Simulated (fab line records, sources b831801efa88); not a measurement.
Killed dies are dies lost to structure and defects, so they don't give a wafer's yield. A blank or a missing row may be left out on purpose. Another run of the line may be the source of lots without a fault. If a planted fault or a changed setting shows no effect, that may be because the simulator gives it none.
Struck lot and sound lot, side by side ; flow sky130 ; 43 out of 708 route steps
Sound: the wafers L717.3, L717.5, L717.6. Wafers struck: L711.1, L711.2, L711.3. The cause is given at the end.
At each step with rows: each side's tool, then ch and its chambers, then its first start. Under that, the readings that differ: sound wafers ; struck wafers ; difference of the means ; sigmas: that difference in standard deviations of wafers without a fault.
alike: readings with means less than 2 such deviations apart, plus words and numbers identical on both sides. not compared: withheld readings, readings lacking a value on some wafer, bounds such as >300 that could conceal the same value, and numbers that have no deviation in the record and whose values overlap.
Wherever a step has rows on one side only, a row that says differs or no value, or a row with sigmas, the two part there. Non-overlapping numbers with no deviation appear without sigmas and do not part them. Lack of a reading on every wafer of one side parts them only where that side has two or more wafers.

first, 2 steps without rows for these wafers: SKY_DNWELL_DEVELOP_06 (develop time 60 s); SKY_DNWELL_IMPLANT_07.
SKY_DNWELL_STRIP_08: strips in O2/N2.
  sound on plasmaAsher-01 ch 0,1, day 7 10:59; struck on plasmaAsher-01 ch 0,1, day 6 00:20
  alike: drypumpMotorCurrentA, oesProductAu, stripTimeToEndpointS
  not compared: rfHoursCounterH
SKY_DNWELL_TW_MEAS_09:
  sound: filmMetro-04 at day 7 11:04; struck: filmMetro-02 at day 6 00:26
reading;sound;struck;difference;sigmas
DNWELL_TW;1099 1101 1097;1126 1123 1124;+25;+2
then, 7 steps without rows for these wafers: SKY_PWDE_DEHYDRATE_00 (time 60 s); SKY_PWDE_HMDS_01 (prime time 60 s); SKY_PWDE_COAT_02 (resist thk 3000 nm); SKY_PWDE_SOFTBAKE_03; SKY_PWDE_EXPOSE_04 (exposes mask PWDEM, target cd 840 nm); SKY_PWDE_PEB_05; SKY_PWDE_DEVELOP_06 (develop time 60 s).
SKY_PWDE_OVL_MEAS_07:
  sound: overlay-02 at day 8 06:29; struck: overlay-01 at day 6 19:14
  alike: PWDE_OVL
SKY_PWDE_IMPLANT_08:
  sound on implanter-03 ch 0, day 8 06:34; struck on implanter-04 ch 0, day 6 19:16
reading;sound;struck;difference;sigmas
beamOnS (s);9.95 9.95 10.04;13.03 12.25 12.81;+2.72;+14
endStationPressureTorr (Torr);4.75e-06 5.4e-06 5.49e-06;0.000124 0.00012194 0.00012004;+0.000117;+99 or more
faradayCurrentUA;20.4 20.5 20.2;15.8 16.7 16.0;-4.2;-10
SKY_PWDE_STRIP_09: strips in O2/N2.
  sound on plasmaAsher-04 ch 0,1, day 8 06:42; struck on plasmaAsher-04 ch 0,1, day 6 19:25
reading;sound;struck;difference;sigmas
stripTimeToEndpointS (s);36.86 36.82 36.97;37.20 37.09 37.10;+0.25;+2
  alike: drypumpMotorCurrentA, oesProductAu
  not compared: rfHoursCounterH
SKY_PWDE_TW_MEAS_10:
  sound: filmMetro-04 at day 8 06:47; struck: filmMetro-02 at day 6 19:44
reading;sound;struck;difference;sigmas
PWDE_TW;373 373 374;405 406 404;+32;+10
  not compared: hold
then, 6 steps without rows for these wafers: SKY_NWELL_HMDS_04 (prime time 60 s); SKY_NWELL_COAT_05 (resist thk 3000 nm); SKY_NWELL_SOFTBAKE_06; SKY_NWELL_EXPOSE_07 (exposes mask NWM, target cd 840 nm); SKY_NWELL_PEB_08; SKY_NWELL_DEVELOP_09 (develop time 60 s).
SKY_NWELL_OVL_MEAS_10:
  sound: overlay-01 at day 9 04:02; struck: overlay-01 at day 7 13:50
  alike: NWELL_00_OVL
then, 3 steps without rows for these wafers: SKY_NWELL_IMPLANT_11; SKY_NWELL_IMPLANT_12; SKY_NWELL_IMPLANT_13.
SKY_NWELL_STRIP_14: strips in O2/N2.
  sound on plasmaAsher-02 ch 0,1, day 9 04:32; struck on plasmaAsher-04 ch 0,1, day 7 14:19
  alike: drypumpMotorCurrentA, oesProductAu, stripTimeToEndpointS
  not compared: rfHoursCounterH
SKY_NWELL_TW_MEAS_15:
  sound: filmMetro-01 at day 9 04:38; struck: filmMetro-04 at day 7 14:25
  alike: NWELL_TW
then, 7 steps without rows for these wafers: SKY_NWELL_DEHYDRATE_16 (time 60 s); SKY_NWELL_HMDS_17 (prime time 60 s); SKY_NWELL_COAT_18 (resist thk 3000 nm); SKY_NWELL_SOFTBAKE_19; SKY_NWELL_EXPOSE_20 (exposes mask NWM COMPLEMENT, target cd 840 nm); SKY_NWELL_PEB_21; SKY_NWELL_DEVELOP_22 (develop time 60 s).
SKY_NWELL_OVL_MEAS_23:
  sound: overlay-02 at day 10 02:16; struck: overlay-01 at day 8 10:43
  alike: NWELL_01_OVL
following that, these wafers have no rows for 1 step: SKY_NWELL_IMPLANT_24.
SKY_NWELL_STRIP_25: strips in O2/N2.
  sound on plasmaAsher-03 ch 0,1, day 10 02:28; struck on plasmaAsher-02 ch 0,1, day 8 10:54
reading;sound;struck;difference;sigmas
oesProductAu (a.u.);0.733 0.727 0.731;0.724 0.715 0.722;-0.010;-3
  alike: drypumpMotorCurrentA, stripTimeToEndpointS
  not compared: rfHoursCounterH
SKY_NWELL_TW_MEAS_26:
  sound: filmMetro-04 at day 10 02:34; struck: filmMetro-02 at day 8 11:00
  alike: NWELL_2_TW
then, 1 step without rows for these wafers: SKY_NWELL_CLEAN_27 (cleans in SC1/SC2, time 150 s).
SKY_NWELL_RTA_28: time 30 s.
  sound on rtpAnneal-02 ch 0, day 10 02:41; struck on rtpAnneal-01 ch 0, day 8 11:07
  alike: lampPowerPct, wafer_temp_C_max
SKY_NWELL_RS_MEAS_29: measures by four-point-probe.
  sound: filmMetro-02 at day 10 02:47; struck: filmMetro-01 at day 8 11:13
  alike: NWELL_RS
SKY_NWELL_RS_MEAS_31: measures by four-point-probe.
  sound: filmMetro-02 at day 10 03:02; struck: filmMetro-01 at day 8 11:44
reading;sound;struck;difference;sigmas
PWDE_RS (ohm/sq);5249 5236 5259;4350 4352 4335;-902;-39
  not compared: hold
-- the record jumps here: 40 days lie between the struck wafers' starts before and after (it left off in module NWELL and takes up again in module PAD_OPEN, whose first step shown is number 708 of the route) --
SKY_PAD_OPEN_PROBE_99:
  sound: prober-01 at day 50 01:58; struck: prober-02 at day 48 19:08
reading;sound;struck;difference;sigmas
model.etest.res_p_drift_20v.lineOhmUm;1.188e+04 1.076e+04 1.185e+04;8684 9060 8424;-2774;
model.etest.res_p_drift_20v.rsOhmSq;1.009e+04 8917 9862;7279 7531 7152;-2302;
model.etest.resPwdeUnderGate.rsOhmSq;6039 6049 6043;4927 4942 4938;-1108;
  alike: killed_at_M0_to_M3, killed_at_M4_up, killedAtContacts, killedAtFrontEnd, killedAtOther, killedDies, killedOnRim, killedOpen, killedShort

## WHERE THEY PART
First at SKY_DNWELL_TW_MEAS_09; last, within this record, at SKY_NWELL_RS_MEAS_31. Later steps at which nothing parts them and some readings are alike: SKY_PAD_OPEN_PROBE_99.

WHY: what had been put in by the simulator
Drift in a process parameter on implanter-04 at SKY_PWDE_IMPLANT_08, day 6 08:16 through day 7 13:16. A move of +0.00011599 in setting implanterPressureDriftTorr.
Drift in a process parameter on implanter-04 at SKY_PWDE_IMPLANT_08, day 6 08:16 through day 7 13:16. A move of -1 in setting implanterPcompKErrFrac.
